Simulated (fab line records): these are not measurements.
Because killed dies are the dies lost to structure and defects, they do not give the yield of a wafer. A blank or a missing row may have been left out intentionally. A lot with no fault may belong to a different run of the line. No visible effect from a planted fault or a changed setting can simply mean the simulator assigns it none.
Comparing a struck lot with a sound one	flow gf180mcu	14 out of 602 route steps
Sound: these wafers, L904.2, L904.3, L904.5. Struck: wafers L909.2, L909.3, L909.6. Last of all comes the cause.
Order at every step that has rows: each side's tool, ch and its chambers, its first start. Under that, the readings that differ: sound wafers	struck wafers	difference of the means	sigmas: that difference in standard deviations of wafers without a fault.
alike: readings with means less than 2 such deviations apart, plus words and numbers identical on both sides. not compared: withheld readings, readings lacking a value on some wafer, bounds such as >300 that could conceal the same value, and numbers that have no deviation in the record and whose values overlap.
A row with sigmas, a row that says differs or no value, or rows on one side alone: a step with any of these is where the two part. Numbers that have no deviation but don't overlap get no sigmas and don't part them. A reading that every wafer of one side lacks parts them only if that side has two wafers or more.

GF_DUAL_GATE_OVL_MEAS_11:
  sound on overlay-01 at day 11 00:19; struck on overlay-01 at day 11 23:49
  alike: DUAL_GATE_OVL
then, 1 step without rows for these wafers: GF_DUAL_GATE_WET_ETCH_12 (etches SiO2 in dHF, target depth 13 nm, time 260 s).
GF_DUAL_GATE_STRIP_13: strips in O2/N2.
  sound on plasma asher-04 ch 0,1, day 11 00:25; struck on plasma asher-02 ch 0,1, day 11 23:56
reading	sound	struck	difference	sigmas
drypump motor current A (A)	5.2 5.2 5.2	6.8 6.8 5.4	+1.1	+2
strip time to endpoint s (s)	12.59 12.62 12.63	12.67 12.66 12.72	+0.07	+2
  alike: heater power w, oes product au, platen temp c
  not compared: rf hours counter h
then, 3 steps without rows for these wafers: GF_DUAL_GATE_CLEAN_14 (cleans in SC1/SC2, time 150 s); GF_DUAL_GATE_OXIDATION_15 (stabilise 600 s, purge 300 s, target thk 7.098 nm); GF_POLY_GATE_CVD_00 (deposits poly-Si, target thk 200 nm, time 1200 s).
GF_POLY_GATE_THK_MEAS_01:
  sound on film metro-02 at day 11 03:49; struck on film metro-01 at day 12 03:57
  alike: POLY_GATE_CVD_00_THK
then, 5 steps without rows for these wafers: GF_POLY_GATE_DEHYDRATE_02 (time 60 s); GF_POLY_GATE_HMDS_03 (prime time 60 s); GF_POLY_GATE_COAT_04; GF_POLY_GATE_COAT_05 (resist thk 700 nm); GF_POLY_GATE_SOFTBAKE_06 (time 60 s).
GF_POLY_GATE_EXPOSE_07: exposes mask Poly2, target cd 280 nm.
  struck on krf scanner-01, day 12 13:35; sound on krf scanner-01 ch 0, day 11 13:15
  no value came back on the struck wafers for exposure dose mJ cm2, focus offset nm (nm); on the sound wafers exposure dose mJ cm2 reads 27.985 28.002 27.996
  alike: mask
then, 1 step without rows for these wafers: GF_POLY_GATE_PEB_08 (peb time 90 s).

## WHERE THEY PART
Earliest at GF_DUAL_GATE_STRIP_13; latest, in this record, at GF_POLY_GATE_EXPOSE_07.

WHY: whatever the simulator had introduced
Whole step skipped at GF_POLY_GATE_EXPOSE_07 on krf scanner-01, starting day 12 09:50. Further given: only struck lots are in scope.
